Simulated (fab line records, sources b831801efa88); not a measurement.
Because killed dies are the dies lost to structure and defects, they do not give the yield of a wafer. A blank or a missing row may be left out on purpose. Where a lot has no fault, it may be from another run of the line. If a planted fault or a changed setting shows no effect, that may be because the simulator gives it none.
Problem report, 8D (eight disciplines) form, completed by code / flow gf180mcu / the parts of the form that need people (team, actions taken, sign-off) are left out

1. WHAT IS WRONG
run-length-s at GF_M5_METAL_ETCH_10 reads a mean of 133.2 s on 2 wafers of 2 lots; wafers without a fault read 153.4 s with a standard deviation of 0.63. That is -32 standard deviations from the usual mean.
The step: etches the open film in Cl2/BCl3, stops on SiO2, target depth 750.8 nm, time 125.1 s.
First seen on wafer L721.3, day 31 02:19, on rie-metal-04. At this step, 33 wafers from 11 lots have a number in the record. Rule for "out" (also "out of limits"): further than 4 standard deviations from the usual mean. The rest of the wafers with a number are treated as sound.

2. WHAT IT IS, AND WHAT IT ISN'T
question=which readings at this step | is=run-length-s | is not=chamber-pressure-mTorr, drypump-motor-current-A
question=which lots | is=L721, L724 | is not=L705, L706, L707, L709, L711, L713, L725, L726, L727
question=which wafers of those lots | is=L721.3, L724.6 | is not=L721.1, L721.6, L724.1, L724.5
question=read on which tools | is=rie-metal-04 | is not=rie-metal-01, rie-metal-03
question=when | is=from day 31 02:19 | is not=up to then (20 sound wafers); but 11 sound wafers of L724, L725, L726, L727 came after

3. SUSPECTS, AND WHAT RULES EACH OUT
Counting: if a tool at a process step up to the reading ran every lot that is out, it stays a suspect. Sound lots after the first of them don't rule it out here, since some wafers of a struck lot are sound.
- rie-metal-04 at GF_M5_METAL_ETCH_10 (etches the open film in Cl2/BCl3, stops on SiO2, target depth 750.8 nm, time 125.1 s): kept. It ran every lot that is out, first L721 (day 31 02:19); its last sound lot up to then is L707 (day 27 09:56). Its own run-length-s readings are out on those wafers.
- At GF_M5_METAL_ETCH_10 on rie-metal-04, chamber 1 took the sound wafers of the same lots and chamber 0 took the wafers that are out.
The count leaves rie-metal-04 at GF_M5_METAL_ETCH_10.

4. THE CAUSE (what the simulator had put in)
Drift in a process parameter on rie-metal-04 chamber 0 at GF_M5_METAL_ETCH_10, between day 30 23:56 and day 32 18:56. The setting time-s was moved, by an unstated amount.
Counting left only this tool.

5. THE EFFECT CHAIN, in route order
Each row: a reading whose mean over the struck wafers that have a number lies more than 3 standard deviations from the usual. Only readings for which the record gives a usual standard deviation are gone through. hours: the time from each lot's start at the first step in this table that gives one to its start at this step, as a median over the lots. sigmas: the change in usual standard deviations.
hours=0; step=GF_M5_METAL_ETCH_10; reading=run-length-s; usual=153.4 s; on struck wafers=133.2; change=-20.2; sigmas=-32
hours=0; step=GF_M5_STRIP_11; reading=oes-product-au; usual=0.522 a.u.; on struck wafers=0.544; change=+0.022; sigmas=+4.4
hours=0; step=GF_M5_STRIP_11; reading=strip-time-to-endpoint-s; usual=7.02 s; on struck wafers=7.46; change=+0.45; sigmas=+7.4
It contains these process steps:
- GF_M5_METAL_ETCH_10: etches the open film in Cl2/BCl3, stops on SiO2, target depth 750.8 nm, time 125.1 s.
- GF_M5_STRIP_11: strips in O2/N2.
Readings that are blank on the struck wafers while sound wafers have them: bias-w at GF_M5_METAL_ETCH_10.

6. HOW IT WOULD HAVE BEEN CAUGHT EARLIER
In this record no reading fell out of limits until day 31 02:19, 2 hours after the fault had begun at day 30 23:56.
